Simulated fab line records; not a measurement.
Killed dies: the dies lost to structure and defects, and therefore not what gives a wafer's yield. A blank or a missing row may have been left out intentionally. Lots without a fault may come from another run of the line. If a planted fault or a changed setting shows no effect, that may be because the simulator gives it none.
8D (eight disciplines) problem report, filled in by code || flow sky130 || the parts of the form that need people (team, actions taken, sign-off) are left out

## 1. WHAT IS WRONG
Wafers free of any fault read 1465 (standard deviation 15) for LDD_LDN_TW at SKY_LDD_LDN_TW_MEAS_13, against a mean of 1371 on 6 wafers of 2 lots. Measured from the usual mean, that is -6.3 standard deviations.
The first sign was on wafer L851.1 at day 28 02:05, on film-metro-01. The record has a number at this step for 42 wafers belonging to 14 lots. Rule for "out", or "out of limits": more than 4 standard deviations from the usual mean. All remaining wafers that have a number are taken as sound.

## 2. WHAT IT IS AND WHAT IT IS NOT
{"question": "which readings at this step", "is": "LDD_LDN_TW", "is not": "-"}
{"question": "which lots", "is": "L851, L853", "is not": "L842, L843, L845, L846, L847, L855, L856, L857, L858, L859, L860, L861"}
{"question": "which wafers of those lots", "is": "all that have a number", "is not": "-"}
{"question": "read on which gauges", "is": "film-metro-01, film-metro-02", "is not": "film-metro-03"}
{"question": "when", "is": "from day 28 02:05", "is not": "up to then (15 sound wafers); but 21 sound wafers of L855, L856, L857, L858, L859, L860, L861 came after"}

## 3. SUSPECTS, AND WHAT RULES EACH OUT
Counting: a tool at any process step up to the reading remains a suspect when it ran all the lots that are out and ran no sound lot after the first of those.
- ruled out: the gauge at SKY_LDD_LDN_TW_MEAS_13. Those wafers that are out were read across 2 gauges (film-metro-01, film-metro-02).
- implanter-03 at SKY_LDD_LDN_IMPLANT_08: kept. It processed each lot that is out, first L851 at day 28 01:23, and no sound lot thereafter; up to then, the last sound lot it processed was L843 at day 24 13:38. On those wafers its own readings are out: dose-ions-cm2, faraday-current-uA.
Left after counting: implanter-03 at SKY_LDD_LDN_IMPLANT_08.

## 4. THE CAUSE (what the simulator had put in)
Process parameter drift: implanter-03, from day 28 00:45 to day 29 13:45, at SKY_LDD_LDN_IMPLANT_08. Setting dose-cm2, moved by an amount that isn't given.
Only this tool survived the counting.

## 5. THE EFFECT CHAIN, in route order
Rows list readings where the struck wafers' mean (over those with a number) sits beyond 3 standard deviations from the usual. Only readings whose record carries a usual standard deviation are examined. hours: median over the lots of the time between each lot's start at the first step of this table that gives one and its start at this step. sigmas: the change, counted in usual standard deviations.
{"hours": 0, "step": "SKY_LDD_LDN_IMPLANT_08", "reading": "dose-ions-cm2", "usual": 1.25e+13, "on struck wafers": 3.74e+12, "change": -8.76e+12, "sigmas": "-99 or more"}
{"hours": 0, "step": "SKY_LDD_LDN_IMPLANT_08", "reading": "faraday-current-uA", "usual": 70.6, "on struck wafers": 21.2, "change": -49.3, "sigmas": -33}
{"hours": 1, "step": "SKY_LDD_LDN_TW_MEAS_13", "reading": "LDD_LDN_TW", "usual": 1465, "on struck wafers": 1371, "change": -94, "sigmas": -6.3}
Process steps it contains:
- SKY_LDD_LDN_IMPLANT_08

## 6. HOW IT WOULD HAVE BEEN CAUGHT EARLIER
In this record the first reading out of limits at a measuring or inspecting step was taken at day 28 02:05, 1 hour after the fault began at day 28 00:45.
The tool's own readings at SKY_LDD_LDN_IMPLANT_08 were out on every struck wafer that the step has a row for (dose-ions-cm2, faraday-current-uA): an alarm limit on them would have fired on the first of those.
Lots out: 2; of these, L853 started SKY_LDD_LDN_IMPLANT_08 on implanter-03 after day 28 02:05. Had the tool been put on hold then, it would have been spared.
